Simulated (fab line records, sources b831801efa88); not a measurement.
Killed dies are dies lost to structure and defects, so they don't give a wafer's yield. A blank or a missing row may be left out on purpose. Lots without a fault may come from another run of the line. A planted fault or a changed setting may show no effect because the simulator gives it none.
fab line records | flow gf180mcu
record lots=5 wafers=15 last_day=32
route steps=602 shown V2@387 M3@409
lots that met no fault: from a run of the same line without faults
start_h: hours from the record's first day to the start of the lot's first wafer shown | wait_h: hours since the lot's step before | " the same as in the row above | L1.1+2: a row that stands for several wafers | - no value, or no start given | * or withheld: withheld | < > ~ a bound
route shown NAME@n: a module of which the file shows steps, and the number in the route of the first | usual: mean/standard deviation of fault-free wafers | same: alike in all rows | chamber/n: place in a boat | sites: the reading at each site | _std_site: their standard deviation | _edge_site: outer sites' mean less inner sites' | radius_mm: how far each site lies from the wafer's centre | mask NAME#n: copy n | behind: the tool/chamber that last shaped the wafer | hold: why the lot was held/for how many hours/how that ended | device: the transistor (n, p or np) that didn't switch | end of line: the same wafers' tests at the end of the route | a step without rows: its recipe alone | killed: dies lost to structure and defects at the first sort, not the wafer's yield | map: a wafer's dies, x killed, . not, _ none there
set.NAME: the setting as run; set.NAME@STEP: as run at that earlier step | model.NAME: the simulator's own value behind a step, which no gauge read
lots at some steps of the route; a table a step, a row a wafer
services: from which hour (start_h, from the record's first day; less than 0 if before it) a tool's chamber was out of use, for how many hours, and why
## steps
# step GF_V2_BOW_MEAS_05
# recipe mode=bow
# usual V2_BOW=99/8.2
# columns lot.wafer tool chamber start_h wait_h V2_BOW[um]
L076.2 film_metro-03 - 464.55 0.1 115
L076.4 " - " " 115
L076.6 " - " " 124
L078.1 film_metro-01 - 483.01 0.1 90
L078.3 " - " " 90
L078.6 " - " " 87
L086.3 film_metro-04 - 546.60 0.3 95
L086.4 " - " " 102
L086.5 " - " " 101
L088.4 film_metro-03 - 561.85 0.3 90
L088.5 " - " " 93
L088.6 " - " " 90
L090.1 film_metro-04 - 577.32 0.2 97
L090.3 " - " " 98
L090.4 " - " " 94
# step GF_V2_DEHYDRATE_06
# recipe temp_c=200 time_s=60
# usual chill_plate_temp_C=23.01/0.11 exhaust_pa=45.1/0.92 resist_line_temp_C=23.00/0.11
# columns lot.wafer tool chamber start_h wait_h chill_plate_temp_C exhaust_pa resist_line_temp_C
L076.2 litho_track-02 0 475.93 11.4 23.12 46.2 22.83
L076.4 " 0 " " 23.06 44.5 22.90
L076.6 " 0 " " 23.20 45.0 22.95
L078.1 litho_track-03 0 494.29 11.3 23.06 44.7 23.02
L078.3 " 0 " " 22.94 42.3 22.94
L078.6 " 0 " " 22.89 43.2 22.93
L086.3 litho_track-03 0 556.64 10.0 23.08 45.8 23.00
L086.4 " 0 " " 22.82 43.7 22.82
L086.5 " 0 " " 22.98 45.3 22.91
L088.4 litho_track-02 0 572.23 10.4 23.15 45.2 22.98
L088.5 " 0 " " 23.09 46.1 23.06
L088.6 " 0 " " 23.06 45.1 23.03
L090.1 litho_track-04 0 587.16 9.8 22.81 44.7 22.96
L090.3 " 0 " " 22.79 45.4 23.04
L090.4 " 0 " " 23.07 44.8 22.86
# step GF_V2_HMDS_07
# recipe prime_time_s=60 prime_temp_c=120
# usual chill_plate_temp_C=23.04/0.097 exhaust_pa=45.1/0.93 resist_line_temp_C=22.99/0.094
# columns lot.wafer tool chamber start_h wait_h chill_plate_temp_C exhaust_pa resist_line_temp_C
L076.2 litho_track-02 0 476.08 0.1 22.82 46.4 23.02
L076.4 " 0 " " 23.00 45.1 22.93
L076.6 " 0 " " 23.18 45.5 22.88
L078.1 litho_track-03 0 494.44 0.1 23.09 46.1 22.96
L078.3 " 0 " " 22.86 45.8 22.87
L078.6 " 0 " " 23.01 46.0 22.97
L086.3 litho_track-03 0 556.79 0.1 22.98 44.2 22.98
L086.4 " 0 " " 23.00 44.6 22.99
L086.5 " 0 " " 22.96 45.6 23.11
L088.4 litho_track-02 0 572.38 0.1 23.12 45.3 22.97
L088.5 " 0 " " 22.94 43.8 22.87
L088.6 " 0 " " 23.02 44.4 22.91
L090.1 litho_track-04 0 587.31 0.1 22.90 44.7 23.00
L090.3 " 0 " " 22.96 45.3 22.75
L090.4 " 0 " " 23.02 46.6 23.02
# step GF_V2_COAT_08
# recipe resist=BARC temp_c=withheld time_s=withheld spin_rpm=withheld resist_thk_nm=withheld
# usual chill_plate_temp_C=* exhaust_pa=45.1/0.87 resist_line_temp_C=*
# columns lot.wafer tool chamber start_h wait_h chill_plate_temp_C exhaust_pa resist_line_temp_C
L076.2 litho_track-02 0 476.23 0.1 * 46.0 *
L076.4 " 0 " " * 45.3 *
L076.6 " 0 " " * 44.3 *
L078.1 litho_track-03 0 494.59 0.1 * 45.1 *
L078.3 " 0 " " * 44.9 *
L078.6 " 0 " " * 46.3 *
L086.3 litho_track-03 0 556.94 0.1 * 45.9 *
L086.4 " 0 " " * 45.7 *
L086.5 " 0 " " * 45.5 *
L088.4 litho_track-02 0 572.53 0.1 * 43.7 *
L088.5 " 0 " " * 45.2 *
L088.6 " 0 " " * 43.5 *
L090.1 litho_track-04 0 587.46 0.1 * 45.4 *
L090.3 " 0 " " * 44.8 *
L090.4 " 0 " " * 44.5 *
# step GF_V2_COAT_09
# recipe resist=KrF spin_rpm=withheld resist_thk_nm=1000
# usual chill_plate_temp_C=23.00/0.11 exhaust_pa=45.1/0.78 resist_line_temp_C=23.00/0.098
# columns lot.wafer tool chamber start_h wait_h chill_plate_temp_C exhaust_pa resist_line_temp_C
L076.2 litho_track-02 0 - - 22.85 45.4 23.00
L076.4 " 0 " " 22.88 44.3 23.09
L076.6 " 0 " " 22.91 45.5 23.06
L078.1 litho_track-03 0 - - 23.21 44.7 22.86
L078.3 " 0 " " 23.26 44.0 23.02
L078.6 " 0 " " 23.18 45.2 23.06
L086.3 litho_track-03 0 - - 22.78 44.1 23.23
L086.4 " 0 " " 22.92 44.9 23.03
L086.5 " 0 " " 22.81 44.7 23.13
L088.4 litho_track-02 0 - - 23.03 46.8 22.99
L088.5 " 0 " " 22.98 45.6 23.06
L088.6 " 0 " " 22.87 45.3 23.13
L090.1 litho_track-04 0 - - 23.00 45.1 22.92
L090.3 " 0 " " 23.09 45.1 22.97
L090.4 " 0 " " 23.13 45.9 22.85
# step GF_V2_SOFTBAKE_10
# recipe temp_c=130 time_s=60 resist=KrF
# usual chill_plate_temp_C=23.00/0.092 exhaust_pa=44.8/0.89 resist_line_temp_C=22.99/0.12
# columns lot.wafer tool chamber start_h wait_h chill_plate_temp_C exhaust_pa resist_line_temp_C
L076.2 litho_track-02 0 - - 23.04 44.5 22.88
L076.4 " 0 " " 22.89 44.0 22.85
L076.6 " 0 " " 23.10 44.3 23.06
L078.1 litho_track-03 0 - - 23.07 44.9 23.10
L078.3 " 0 " " 23.14 44.4 23.13
L078.6 " 0 " " 23.13 45.2 23.11
L086.3 litho_track-03 0 - - 23.00 45.4 22.86
L086.4 " 0 " " 22.99 45.4 22.90
L086.5 " 0 " " 22.90 46.4 22.81
L088.4 litho_track-02 0 - - 22.95 45.6 22.97
L088.5 " 0 " " 22.98 43.5 23.10
L088.6 " 0 " " 22.89 44.8 23.02
L090.1 litho_track-04 0 - - 22.89 43.9 23.01
L090.3 " 0 " " 22.92 44.1 22.75
L090.4 " 0 " " 22.88 44.5 22.93
# step GF_V2_EXPOSE_11
# recipe mask_id=Via2 target_cd_nm=260 na=0.68 source_shape=conventional sigma_outer=0.6 dose_mj=38
# same na=0.68
# columns lot.wafer tool chamber start_h wait_h mask
L076.2+4+6 krf_scanner-02 0 - - Via2#0
L078.1+3+6 krf_scanner-02 0 - - Via2#0
L086.3+4+5 krf_scanner-02 0 - - Via2#0
L088.4+5+6 krf_scanner-02 0 - - Via2#0
L090.1+3+4 krf_scanner-01 0 - - Via2#0
# step GF_V2_PEB_12
# recipe peb_temp_c=135 peb_time_s=92.47 resist=KrF
# usual chill_plate_temp_C=22.99/0.11 exhaust_pa=44.9/0.86 plate_sensor_t_centre_C=136.13/0.0099 plate_sensor_t_edge_C=136.29/0.01 resist_line_temp_C=22.99/0.093
# same peb_time_s=92.47
# columns lot.wafer tool chamber start_h wait_h chill_plate_temp_C exhaust_pa plate_sensor_t_centre_C plate_sensor_t_edge_C resist_line_temp_C
L076.2 litho_track-04 0 - - 23.00 45.4 136.13 136.3 23.01
L076.4 " 0 " " 23.08 45.2 136.15 136.29 23.07
L076.6 " 0 " " 23.04 46.8 136.13 136.28 22.75
L078.1 litho_track-03 0 - - 23.08 44.5 136.15 136.31 23.03
L078.3 " 0 " " 22.78 45.4 136.14 136.3 23.00
L078.6 " 0 " " 22.98 45.8 136.13 136.29 22.94
L086.3 litho_track-03 0 - - 23.01 45.7 136.13 136.29 23.05
L086.4 " 0 " " 23.05 44.8 136.14 136.29 22.96
L086.5 " 0 " " 23.02 43.8 136.14 136.28 22.92
L088.4 litho_track-04 0 - - 23.00 45.3 136.14 136.3 22.93
L088.5 " 0 " " 22.96 45.1 136.12 136.29 22.77
L088.6 " 0 " " 22.97 46.3 136.14 136.3 23.01
L090.1 litho_track-04 0 - - 22.88 44.4 136.14 136.31 23.07
L090.3 " 0 " " 23.20 45.7 136.14 136.31 23.22
L090.4 " 0 " " 23.09 43.2 136.11 136.3 22.99
# step GF_V2_DEVELOP_13
# recipe develop_time_s=60 resist=KrF dev_temp_c=21
# usual chill_plate_temp_C=23.02/0.088 exhaust_pa=45.1/0.84 resist_line_temp_C=22.98/0.11
# columns lot.wafer tool chamber start_h wait_h chill_plate_temp_C exhaust_pa resist_line_temp_C
L076.2 litho_track-04 0 488.38 0.2 22.83 44.7 22.99
L076.4 " 0 " " 22.90 44.6 22.97
L076.6 " 0 " " 23.07 45.2 22.85
L078.1 litho_track-03 0 506.59 0.2 22.83 45.5 22.93
L078.3 " 0 " " 22.98 44.5 23.02
L078.6 " 0 " " 22.84 44.6 22.98
L086.3 litho_track-03 0 568.28 0.1 23.08 45.2 22.91
L086.4 " 0 " " 22.97 44.5 22.96
L086.5 " 0 " " 22.96 45.4 22.98
L088.4 litho_track-04 0 583.28 0.1 22.90 46.0 22.91
L088.5 " 0 " " 23.04 44.9 23.06
L088.6 " 0 " " 22.94 44.1 22.88
L090.1 litho_track-04 0 598.11 0.2 23.03 45.5 22.91
L090.3 " 0 " " 23.06 45.1 22.78
L090.4 " 0 " " 23.01 45.3 22.97
# step GF_V2_CD_MEAS_14
# recipe target_cd_nm=260
# usual cd_nm=259.9/1.3
# columns lot.wafer tool chamber start_h wait_h cd_nm
L076.2 cd_sem-02 - 488.53 0.1 263.2
L076.4 " - " " 262.8
L076.6 " - " " 261.2
L078.1 cd_sem-02 - 506.74 0.1 258.2
L078.3 " - " " 257.6
L078.6 " - " " 258.6
L086.3 cd_sem-01 - 568.42 0.1 260.2
L086.4 " - " " 259.8
L086.5 " - " " 260.0
L088.4 cd_sem-02 - 583.42 0.1 260.1
L088.5 " - " " 259.5
L088.6 " - " " 259.9
L090.1 cd_sem-02 - 598.26 0.1 259.2
L090.3 " - " " 260.2
L090.4 " - " " 259.4
# step GF_V2_OVL_MEAS_15
# usual V2_OVL=-1/4.8
# columns lot.wafer tool chamber start_h wait_h V2_OVL[nm]
L076.2 overlay-01 - 488.63 0.1 3
L076.4 " - " " 1
L076.6 " - " " 2
L078.1 overlay-01 - 506.86 0.1 0
L078.3 " - " " -7
L078.6 " - " " -1
L086.3 overlay-01 - 568.52 0.1 -8
L086.4 " - " " -5
L086.5 " - " " -5
L088.4 overlay-01 - 583.50 0.1 -3
L088.5 " - " " -4
L088.6 " - " " 4
L090.1 overlay-02 - 598.38 0.1 0
L090.3 " - " " -2
L090.4 " - " " -6
# step GF_V2_ETCH_16
# recipe chemistry=N2/H2 target_depth_a=withheld overetch_a=withheld time_s=withheld target=BARC ion_energy_ev=200 source_w=500 bias_w=100 pressure_mtorr=30 n2_flow_sccm=100 h2_flow_sccm=200
# usual drypump_motor_current_A=5.6/0.49 oes_product_au=0.855/0.0053 rf_fwd_power_W=494.8/2.3 throttle_valve_pct=13.226/0.0098
# columns lot.wafer tool chamber start_h wait_h drypump_motor_current_A oes_product_au rf_fwd_power_W throttle_valve_pct
L076.2 rie_diel-02 1 488.66 0.0 6.1 0.851 495.9 13.208
L076.4 " 2 " " 5.7 0.864 495.5 13.227
L076.6 " 3 " " 5.8 0.855 491.9 13.231
L078.1 rie_diel-03 0 506.89 0.0 6.1 0.856 496.8 13.230
L078.3 " 1 " " 5.0 0.856 496.2 13.216
L078.6 " 1 " " 5.0 0.849 498.9 13.233
L086.3 rie_diel-03 0 568.54 0.0 6.1 0.855 495.8 13.219
L086.4 " 2 " " 5.1 0.847 491.8 13.235
L086.5 " 1 " " 5.0 0.851 498.9 13.228
L088.4 rie_diel-03 0 583.53 0.0 6.1 0.851 495.3 13.238
L088.5 " 1 " " 5.0 0.859 497.7 13.212
L088.6 " 2 " " 5.1 0.869 493.5 13.230
L090.1 rie_diel-02 1 598.41 0.0 6.0 0.867 492.7 13.234
L090.3 " 2 " " 5.7 0.870 497.0 13.217
L090.4 " 0 " " 6.1 0.863 495.3 13.240
# step GF_V2_ETCH_17
# recipe chemistry=C4F8/O2/Ar mask_material=KrF target=SiO2 stop_on=TiN source_w=1500 bias_w=1200 pressure_mtorr=40 c4f8_flow_sccm=withheld O2_flow_sccm=6 Ar_flow_sccm=300 time_s=withheld target_depth_a=6300
# usual oes_product_au=0.856/0.0046 rf_fwd_power_W=1492/5.8
# columns lot.wafer tool chamber start_h wait_h oes_product_au rf_fwd_power_W
L076.2 rie_diel-02 1 - - 0.852 1494
L076.4 " 2 " " 0.857 1499
L076.6 " 3 " " 0.865 1480
L078.1 rie_diel-03 0 - - 0.856 1489
L078.3 " 1 " " 0.858 1497
L078.6 " 1 " " 0.857 1505
L086.3 rie_diel-03 0 - - 0.860 1497
L086.4 " 2 " " 0.858 1490
L086.5 " 1 " " 0.846 1493
L088.4 rie_diel-03 0 - - 0.860 1487
L088.5 " 1 " " 0.854 1486
L088.6 " 2 " " 0.866 1498
L090.1 rie_diel-02 1 - - 0.860 1490
L090.3 " 2 " " 0.856 1494
L090.4 " 0 " " 0.851 1491
# step GF_V2_STRIP_18
# recipe chemistry=O2/N2 power_w=1400 pressure_mtorr=1500 platen_temp_c=250 o2_flow_sccm=3000 n2_flow_sccm=300 overash_fraction=0.5
# usual drypump_motor_current_A=5.3/0.46 heater_power_w=343/29 oes_product_au=0.593/0.0044
# same overash_fraction=0.5
# columns lot.wafer tool chamber start_h wait_h drypump_motor_current_A heater_power_w oes_product_au rf_hours_counter_h
L076.2 plasma_asher-02 0 488.79 - 4.7 376 0.592 72
L076.4 " 0 " " 4.7 371 0.591 -
L076.6 " 1 " " 6.2 326 0.593 -
L078.1 plasma_asher-01 1 507.02 - 5.5 372 0.590 8
L078.3 " 0 " " 5.2 333 0.588 -
L078.6 " 0 " " 5.2 335 0.581 -
L086.3 plasma_asher-03 1 568.70 - 4.9 351 0.591 -
L086.4 " 0 " " 4.7 286 0.593 -
L086.5 " 1 " " 4.9 347 0.588 -
L088.4 plasma_asher-02 1 583.68 - 6.2 321 0.598 -
L088.5 " 0 " " 4.7 377 0.595 -
L088.6 " 1 " " 6.2 324 0.588 -
L090.1 plasma_asher-03 1 598.54 - 4.9 354 0.585 51
L090.3 " 1 " " 4.9 358 0.596 -
L090.4 " 0 " " 4.7 284 0.595 -
# step GF_V2_STRIP_19
# recipe chemistry=post_etch_residue_remover time_s=1200 temp_c=72.5
# usual bath_guard_temp_C=72.4/0.67
# columns lot.wafer tool chamber start_h wait_h bath_guard_temp_C
L076.2 wet_bench-02 3 488.89 0.1 71.9
L076.4 " 3 " " 71.7
L076.6 " 3 " " 71.7
L078.1 wet_bench-01 0 507.12 0.1 72.5
L078.3 " 0 " " 72.6
L078.6 " 0 " " 72.1
L086.3 wet_bench-03 1 568.77 0.0 73.3
L086.4 " 1 " " 73.4
L086.5 " 1 " " 73.6
L088.4 wet_bench-03 2 583.74 0.0 72.7
L088.5 " 2 " " 72.7
L088.6 " 2 " " 72.6
L090.1 wet_bench-03 3 598.64 0.1 72.0
L090.3 " 3 " " 72.0
L090.4 " 3 " " 72.1
# step GF_V2_CLEAN_20
# recipe chemistry=DIW dry=n2_spin
# columns lot.wafer tool chamber start_h wait_h
L076.2+4+6 wet_bench-01 1 489.24 0.0
L078.1+3+6 wet_bench-03 3 507.46 0.0
L086.3+4+5 wet_bench-01 3 569.11 0.0
L088.4+5+6 wet_bench-02 0 584.08 0.0
L090.1+3+4 wet_bench-01 1 599.02 0.0
# step GF_V2_SPUTTER_21
# recipe material=Ti target_thk_nm=15 chamber_pressure_pa=5 power_w=2500 substrate_temp_c=200 time_s=80.02
# usual throttle_valve_pct=30.4/0.96
# columns lot.wafer tool chamber start_h wait_h throttle_valve_pct
L076.2 pvd_sputter-03 - 489.33 0.0 31.6
L076.4 " - " " 29.6
L076.6 " - " " 29.4
L078.1 pvd_sputter-04 - 507.56 0.0 31.8
L078.3 " - " " 29.6
L078.6 " - " " 29.8
L086.3 pvd_sputter-03 - 569.20 0.0 30.8
L086.4 " - " " 31.7
L086.5 " - " " 30.7
L088.4 pvd_sputter-03 - 584.18 0.0 30.8
L088.5 " - " " 30.0
L088.6 " - " " 30.8
L090.1 pvd_sputter-03 - 599.12 0.0 31.8
L090.3 " - " " 29.4
L090.4 " - " " 29.9
# step GF_V2_SPUTTER_22
# recipe material=TiN target_thk_nm=10 chamber_pressure_pa=5 power_w=4000 time_s=40
# usual throttle_valve_pct=30.4/0.98
# columns lot.wafer tool chamber start_h wait_h throttle_valve_pct
L076.2 pvd_sputter-03 - 489.39 0.0 31.4
L076.4 " - " " 30.0
L076.6 " - " " 29.3
L078.1 pvd_sputter-04 - 507.62 0.0 32.0
L078.3 " - " " 29.7
L078.6 " - " " 29.7
L086.3 pvd_sputter-03 - 569.26 0.0 30.9
L086.4 " - " " 31.6
L086.5 " - " " 30.7
L088.4 pvd_sputter-03 - 584.24 0.0 31.1
L088.5 " - " " 29.7
L088.6 " - " " 30.6
L090.1 pvd_sputter-03 - 599.18 0.0 31.6
L090.3 " - " " 29.7
L090.4 " - " " 29.7
# step GF_V2_CVD_23
# recipe material=W target_thk_nm=350 time_s=104.94 temp_c=400 pressure_torr=40
# usual heater_power_w=879/55
# columns lot.wafer tool chamber start_h wait_h heater_power_w
L076.2 cvd_w-01 0 489.43 0.0 964
L076.4 " 1 " " 823
L076.6 " 0 " " 1013
L078.1 cvd_w-01 0 507.66 0.0 987
L078.3 " 1 " " 842
L078.6 " 0 " " 954
L086.3 cvd_w-02 1 569.34 0.1 866
L086.4 " 0 " " 875
L086.5 " 1 " " 841
L088.4 cvd_w-01 0 584.31 0.1 977
L088.5 " 1 " " 881
L088.6 " 0 " " 976
L090.1 cvd_w-02 0 599.22 0.0 848
L090.3 " 1 " " 823
L090.4 " 0 " " 823
# step GF_V2_RS_MEAS_24
# recipe thk_meas_gauge=four-point-probe reads=W_of_V2_CVD_23+TiN_of_V2_SPUTTER_22+Ti_of_V2_SPUTTER_21
# usual V2_W_RS=0.327/0.005
# columns lot.wafer tool chamber start_h wait_h V2_W_RS[ohm/sq]
L076.2 film_metro-01 - 489.56 0.1 0.327
L076.4 " - " " 0.332
L076.6 " - " " 0.328
L078.1 film_metro-03 - 507.77 0.1 0.335
L078.3 " - " " 0.331
L078.6 " - " " 0.332
L086.3 film_metro-01 - 569.46 0.1 0.320
L086.4 " - " " 0.330
L086.5 " - " " 0.322
L088.4 film_metro-04 - 584.45 0.1 0.329
L088.5 " - " " 0.332
L088.6 " - " " 0.328
L090.1 film_metro-01 - 599.33 0.1 0.327
L090.3 " - " " 0.320
L090.4 " - " " 0.325
# step GF_V2_THK_MEAS_25
# recipe thk_meas_gauge=xrf reads=W_of_V2_CVD_23
# usual V2_W_THK=356/6.5
# columns lot.wafer tool chamber start_h wait_h V2_W_THK[nm]
L076.2 film_metro-01 - 489.67 0.1 355
L076.4 " - " " 348
L076.6 " - " " 350
L078.1 film_metro-03 - 507.89 0.1 352
L078.3 " - " " 359
L078.6 " - " " 355
L086.3 film_metro-01 - 569.56 0.1 355
L086.4 " - " " 346
L086.5 " - " " 350
L088.4 film_metro-04 - 584.54 0.1 356
L088.5 " - " " 352
L088.6 " - " " 357
L090.1 film_metro-01 - 599.45 0.1 350
L090.3 " - " " 360
L090.4 " - " " 355
# step GF_V2_CMP_26
# recipe stop_on=SiO2 down_force_psi=3.5 platen_rpm=60 t_overpolish_s=15 target_thk_nm=0 pad_velocity_m_s=0.94248
# usual edge_zone_pressure_frac=1.000/0.0047 head_pressure_psi=3.500/0.0075 motor_current_A=11.7/1 overpolish_run_s=15.000/0.0089 platen_rpm=60.00/0.04 retaining_ring_pressure_frac=1.000/0.0053 time_to_endpoint_s=85/3.2
# columns lot.wafer tool chamber start_h wait_h edge_zone_pressure_frac head_pressure_psi motor_current_A overpolish_run_s platen_rpm retaining_ring_pressure_frac time_to_endpoint_s
L076.2 cmp-01 3 489.72 0.0 0.993 3.502 12.0 14.982 60.00 1.004 87
L076.4 " 1 " " 0.994 3.503 13.1 14.991 59.97 0.996 93
L076.6 " 0 " " 1.010 3.496 12.6 14.992 59.94 0.997 93
L078.1 cmp-01 2 508.00 0.1 0.995 3.504 11.4 15.002 59.96 1.004 86
L078.3 " 0 " " 0.996 3.499 12.1 15.014 59.98 0.999 87
L078.6 " 2 " " 1.008 3.502 11.7 15.009 59.97 1.000 88
L086.3 cmp-01 1 569.60 0.0 1.002 3.492 13.7 14.994 59.91 0.994 88
L086.4 " 2 " " 1.000 3.488 12.0 15.016 59.99 0.999 83
L086.5 " 1 " " 0.993 3.504 12.9 15.004 59.96 0.992 88
L088.4 cmp-02 2 584.57 0.0 0.998 3.505 13.1 15.001 60.02 1.007 86
L088.6 " 2 " " 1.002 3.504 13.0 14.997 59.95 1.000 82
L088.5 " 3 " " 1.003 3.501 10.5 14.999 60.09 1.009 83
L090.4 cmp-02 3 599.51 0.0 0.999 3.516 10.8 14.992 60.05 0.997 85
L090.1 " 0 " " 1.000 3.493 10.7 15.006 60.03 0.995 82
L090.3 " 1 " " 1.001 3.492 10.6 14.998 60.02 1.000 86
# step GF_M3_SPUTTER_00
# recipe material=Ti target_thk_nm=37.5 arriving_ion_energy_ev=80 substrate_temp_c=200 chamber_pressure_pa=2 power_w=4000 time_s=150
# usual throttle_valve_pct=31.0/0.99
# columns lot.wafer tool chamber start_h wait_h throttle_valve_pct
L076.2 pvd_sputter-01 - 490.02 0.2 31.4
L076.4 " - " " 30.3
L076.6 " - " " 31.3
L078.1 pvd_sputter-03 - 508.25 0.2 29.4
L078.3 " - " " 30.8
L078.6 " - " " 29.7
L086.3 pvd_sputter-01 - 569.90 0.2 32.7
L086.4 " - " " 30.3
L086.5 " - " " 33.3
L088.4 pvd_sputter-04 - 584.87 0.2 31.6
L088.5 " - " " 30.1
L088.6 " - " " 31.6
L090.1 pvd_sputter-01 - 599.81 0.2 31.4
L090.3 " - " " 30.3
L090.4 " - " " 30.5
# step GF_M3_SPUTTER_01
# recipe material=TiN target_thk_nm=30 power_w=6500 time_s=25 chamber_pressure_pa=0.4
# usual throttle_valve_pct=31.0/0.98
# columns lot.wafer tool chamber start_h wait_h throttle_valve_pct
L076.2 pvd_sputter-01 - 490.12 0.1 31.5
L076.4 " - " " 30.4
L076.6 " - " " 31.1
L078.1 pvd_sputter-03 - 508.35 0.1 29.2
L078.3 " - " " 30.7
L078.6 " - " " 29.8
L086.3 pvd_sputter-01 - 570.00 0.1 33.1
L086.4 " - " " 29.9
L086.5 " - " " 33.0
L088.4 pvd_sputter-04 - 584.97 0.1 31.6
L088.5 " - " " 29.8
L088.6 " - " " 31.7
L090.1 pvd_sputter-01 - 599.91 0.1 31.4
L090.3 " - " " 30.1
L090.4 " - " " 30.5
# step GF_M3_SPUTTER_02
# recipe material=AlCu target_thk_nm=450 power_w=10600 time_s=23.9 chamber_pressure_pa=0.4
# usual throttle_valve_pct=31.0/0.96
# columns lot.wafer tool chamber start_h wait_h throttle_valve_pct
L076.2 pvd_sputter-01 - 490.15 0.0 31.6
L076.4 " - " " 30.2
L076.6 " - " " 31.1
L078.1 pvd_sputter-03 - 508.39 0.0 29.7
L078.3 " - " " 30.9
L078.6 " - " " 29.4
L086.3 pvd_sputter-01 - 570.03 0.0 32.7
L086.4 " - " " 30.0
L086.5 " - " " 33.0
L088.4 pvd_sputter-04 - 585.00 0.0 31.4
L088.5 " - " " 29.9
L088.6 " - " " 31.6
L090.1 pvd_sputter-01 - 599.94 0.0 31.5
L090.3 " - " " 30.2
L090.4 " - " " 30.5
# step GF_M3_SPUTTER_03
# recipe material=Ti target_thk_nm=10 substrate_temp_c=300 chamber_pressure_pa=0.3 power_w=3000 time_s=6.7
# usual throttle_valve_pct=31.0/1
# columns lot.wafer tool chamber start_h wait_h throttle_valve_pct
L076.2 pvd_sputter-01 - 490.18 0.0 31.2
L076.4 " - " " 30.3
L076.6 " - " " 31.3
L078.1 pvd_sputter-03 - 508.42 0.0 29.4
L078.3 " - " " 31.1
L078.6 " - " " 29.7
L086.3 pvd_sputter-01 - 570.06 0.0 33.0
L086.4 " - " " 30.3
L086.5 " - " " 32.9
L088.4 pvd_sputter-04 - 585.03 0.0 31.7
L088.5 " - " " 29.8
L088.6 " - " " 31.8
L090.1 pvd_sputter-01 - 599.97 0.0 31.4
L090.3 " - " " 30.2
L090.4 " - " " 30.5
# step GF_M3_SPUTTER_04
# recipe material=TiN target_thk_nm=50 power_w=6500 time_s=41.7 chamber_pressure_pa=0.4
# usual throttle_valve_pct=31.0/1
# columns lot.wafer tool chamber start_h wait_h throttle_valve_pct
L076.2 pvd_sputter-01 - 490.20 0.0 31.4
L076.4 " - " " 30.1
L076.6 " - " " 30.9
L078.1 pvd_sputter-03 - 508.44 0.0 29.5
L078.3 " - " " 30.8
L078.6 " - " " 29.6
L086.3 pvd_sputter-01 - 570.08 0.0 33.1
L086.4 " - " " 30.1
L086.5 " - " " 33.2
L088.4 pvd_sputter-04 - 585.05 0.0 31.5
L088.5 " - " " 29.8
L088.6 " - " " 31.8
L090.1 pvd_sputter-01 - 599.99 0.0 31.3
L090.3 " - " " 30.5
L090.4 " - " " 30.3
# step GF_M3_RS_MEAS_05
# recipe thk_meas_gauge=four-point-probe reads=TiN_of_M3_SPUTTER_04+Ti_of_M3_SPUTTER_03+AlCu_of_M3_SPUTTER_02+TiN_of_M3_SPUTTER_01+Ti_of_M3_SPUTTER_00
# usual M3_ALCU_RS=0.0697/0.00077
# columns lot.wafer tool chamber start_h wait_h M3_ALCU_RS[ohm/sq]
L076.2 film_metro-02 - 490.26 0.0 0.0677
L076.4 " - " " 0.0683
L076.6 " - " " 0.0680
L078.1 film_metro-04 - 508.48 0.0 0.0688
L078.3 " - " " 0.0685
L078.6 " - " " 0.0686
L086.3 film_metro-02 - 570.16 0.1 0.0699
L086.4 " - " " 0.0701
L086.5 " - " " 0.0699
L088.4 film_metro-02 - 585.15 0.1 0.0697
L088.5 " - " " 0.0700
L088.6 " - " " 0.0694
L090.1 film_metro-01 - 600.03 0.0 0.0693
L090.3 " - " " 0.0701
L090.4 " - " " 0.0691
# step GF_M3_THK_MEAS_06
# recipe thk_meas_gauge=xrf reads=AlCu_of_M3_SPUTTER_02
# usual M3_ALCU_THK=455/5.4
# columns lot.wafer tool chamber start_h wait_h M3_ALCU_THK[nm]
L076.2 film_metro-02 - 490.37 0.1 467
L076.4 " - " " 464
L076.6 " - " " 466
L078.1 film_metro-04 - 508.60 0.1 459
L078.3 " - " " 457
L078.6 " - " " 459
L086.3 film_metro-02 - 570.26 0.1 454
L086.4 " - " " 454
L086.5 " - " " 457
L088.4 film_metro-02 - 585.24 0.1 456
L088.5 " - " " 454
L088.6 " - " " 460
L090.1 film_metro-01 - 600.15 0.1 458
L090.3 " - " " 454
L090.4 " - " " 460
# step GF_M3_DEHYDRATE_07
# recipe temp_c=200 time_s=60
# usual chill_plate_temp_C=22.99/0.12 exhaust_pa=45.0/0.86 resist_line_temp_C=23.01/0.12
# columns lot.wafer tool chamber start_h wait_h chill_plate_temp_C exhaust_pa resist_line_temp_C
L076.2 litho_track-04 0 501.23 10.9 22.91 45.2 23.25
L076.4 " 0 " " 23.00 46.4 23.20
L076.6 " 0 " " 23.13 45.3 23.08
L078.1 litho_track-01 0 519.64 11.0 22.96 46.3 23.06
L078.3 " 0 " " 23.13 44.5 23.22
L078.6 " 0 " " 22.90 45.7 23.13
L086.3 litho_track-01 0 580.04 9.8 22.99 44.1 22.85
L086.4 " 0 " " 22.96 44.3 23.05
L086.5 " 0 " " 23.08 45.0 22.99
L088.4 litho_track-04 0 595.18 9.9 22.96 45.7 23.05
L088.5 " 0 " " 22.98 45.7 23.01
L088.6 " 0 " " 23.02 46.1 22.92
L090.1 litho_track-01 0 609.94 9.8 22.92 46.2 23.10
L090.3 " 0 " " 23.08 45.8 23.07
L090.4 " 0 " " 23.15 45.9 23.09
## services
# columns tool chamber start_h hours kind
krf_scanner-02 - 459.31 1.0 pm
cvd_w-01 0 460.01 11.3 repair
plasma_asher-02 - 471.72 3.5 repair
cmp-01 - 496.07 0.6 repair
rie_diel-02 1 496.07 2.6 repair
krf_scanner-02 - 499.25 0.8 pm
cmp-02 - 506.22 1.9 repair
pvd_sputter-04 - 506.25 0.7 repair
cmp-01 - 508.93 0.8 repair
cvd_w-02 - 535.40 19.0 repair
wet_bench-03 - 545.69 7.2 repair
rie_diel-02 - 546.13 1.8 repair
cmp-02 - 550.44 9.5 pm
rie_diel-02 - 555.98 2.8 pm
cmp-01 - 562.23 1.8 repair
krf_scanner-02 - 563.82 4.0 pm
krf_scanner-02 - 570.58 0.9 repair
rie_diel-03 3 571.55 12.2 repair
cmp-02 - 572.27 4.0 pm
cmp-01 - 579.51 2.0 repair
cvd_w-02 0 590.45 6.8 repair
rie_diel-02 3 592.20 9.3 repair
pvd_sputter-04 - 594.60 1.6 repair
rie_diel-02 - 595.94 0.3 repair
## key
fault none
